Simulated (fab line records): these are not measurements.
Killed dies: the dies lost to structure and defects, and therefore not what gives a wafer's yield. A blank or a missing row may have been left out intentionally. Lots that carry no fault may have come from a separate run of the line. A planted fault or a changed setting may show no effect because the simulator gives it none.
Matching of chambers	flow sky130	SKY_VIA4_CMP_02 on cmp-02 has 4 sister chambers
The step polishes SiO2. 8 wafers are shown with their chamber, then 9 later ones without.

WAFERS, EACH WITH ITS CHAMBER
wafer	chamber	motor-current-A (A)
L853.1	3	13.6
L856.1	3	14.8
L856.6	2	12.3
L862.1	0	12.6
L862.2	2	12.0
L864.4	1	11.7
L864.5	1	11.7
L864.6	0	13.0

WAFERS WHOSE CHAMBER IS MISSING
wafer	motor-current-A (A)
L863.2	12.3
L863.4	12.6
L863.6	15.3
L870.1	13.0
L870.4	11.9
L870.5	12.9
L871.1	12.2
L871.2	14.2
L871.3	11.3

WHICH CHAMBER EACH ONE RAN IN
wafer	from the rows above	in truth
L863.2	can't be placed: 2 or 0 or 1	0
L863.4	can't be placed: 0 or 2 or 1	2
L863.6	3	3
L870.1	can't be placed: 0 or 2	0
L870.4	can't be placed: 1 or 2 or 0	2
L870.5	can't be placed: 0 or 2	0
L871.1	can't be placed: 2 or 1 or 0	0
L871.2	3	3
L871.3	can't be placed: 1 or 2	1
Placed correctly: 2 of 9. Cannot be placed on the basis of these rows: 7; the candidates contain the true chamber in 7. Wrongly placed: 0.
How it was worked out, from the rows above alone: a wafer's distance from a chamber is the root of the sum, over the readings, of the square of ((its reading less the chamber's mean) divided by the reading's scatter). If the next closest chamber is less than 2 further off than the closest, the wafer can't be placed; otherwise it belongs to the closest. A chamber's mean is the mean of its shown wafers. How the scatter is found: for the shown wafers, subtract from each reading the mean of its chamber, square and add these, divide the total by (wafers less chambers), then take the root.
